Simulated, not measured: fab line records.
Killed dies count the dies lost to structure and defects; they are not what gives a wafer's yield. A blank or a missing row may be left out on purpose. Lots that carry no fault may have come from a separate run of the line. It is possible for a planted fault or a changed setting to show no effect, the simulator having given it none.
2 desks looking at one fault -- flow gf180mcu -- each desk holds nothing but its own numbers, with what lay behind them at the end

## AT THE TOOL OWNER'S DESK: implanter-02
The tool's own readings at GF_LVPWELL_IMPLANT_08: means of the sampled wafers that have a number, for each lot that ran on this tool. If a lot's mean is further than 4 standard deviations from the usual mean, the lot is out of limits and carries the mark OUT (the distance appears in the brackets).
Columns: A = beam_on_s at GF_LVPWELL_IMPLANT_08, usual 9.97 s; B = dose_ions_cm2 at GF_LVPWELL_IMPLANT_08, usual 1.4997e+13; C = faraday_current_uA at GF_LVPWELL_IMPLANT_08, usual 84.8
lot,first seen here,A,B,C
L379,day 4 04:54,9.93,1.5009e+13,85.1
L381,day 4 12:40,9.88,1.4983e+13,85.6
L390,day 6 17:59,9.75,1.2207e+13 (-99 or more) OUT,70.6 (-7.9) OUT
L392,day 7 03:20,9.92,1.2235e+13 (-99 or more) OUT,69.3 (-8.6) OUT
This desk's finding: out of limits on L390, L392; first on L390, day 6 17:59 (dose_ions_cm2 at GF_LVPWELL_IMPLANT_08). L379, L381: within limits.

## FROM THE METROLOGY DESK
Lot by lot, what the gauges showed, no matter which tool ran the lot: averages of those sampled wafers that carry a number. If a lot's mean is further than 4 standard deviations from the usual mean, the lot is out of limits and carries the mark OUT (the distance appears in the brackets).
Columns: A = LVPWELL_TW at GF_LVPWELL_TW_MEAS_11, usual 564.4; B = LVPWELL_RS at GF_VT_IMPLANT_RS_MEAS_48, usual 1195.7 ohm/sq; C = V2_CVD_02_THK at GF_V2_THK_MEAS_03, usual 848 nm
lot,first seen here,A,B,C
L378,day 3 21:25,559.7,1194.0,837
L379,day 4 05:18,563.0,1196.1,851
L380,day 4 07:31,567.4,1194.5,832
L381,day 4 13:01,566.8,1198.0,860
L390,day 6 18:21,533.8 (-13) OUT,1322.5 (+47) OUT,851
L391,day 6 22:46,568.8,1199.8,846
L392,day 7 03:44,539.5 (-10) OUT,1324.2 (+48) OUT,852
L394,day 7 15:29,564.9,1192.7,851
L396,day 8 01:20,561.4,1195.8,846
L397,day 8 07:45,561.1,1195.3,850
L398,day 8 13:26,563.6,1194.7,842
L399,day 8 19:29,564.7,1197.5,840
This desk finds L390, L392 out of limits, with the earliest case on L390 at day 6 18:21 (LVPWELL_TW at GF_LVPWELL_TW_MEAS_11). L378, L379, L380, L381, L391, L394, L396, L397, L398, L399: within limits.

## ALL TOGETHER
An alarm could have come from the tool owner's desk at day 6 17:59, on L390, L392.
At day 6 18:21 the metrology desk could have sounded an alarm, on L390, L392.
All the named lots went through GF_LVPWELL_IMPLANT_08 on implanter-02.

## WHAT HAD BEEN PUT IN BY THE SIMULATOR
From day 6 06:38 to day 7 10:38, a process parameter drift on implanter-02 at GF_LVPWELL_IMPLANT_08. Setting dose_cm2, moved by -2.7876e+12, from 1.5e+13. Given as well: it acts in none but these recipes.
Struck lots among those shown: L390, L392.
Time in hours from fault onset to the first out-of-limits reading at each desk: tool owner's desk 11, metrology desk 12.
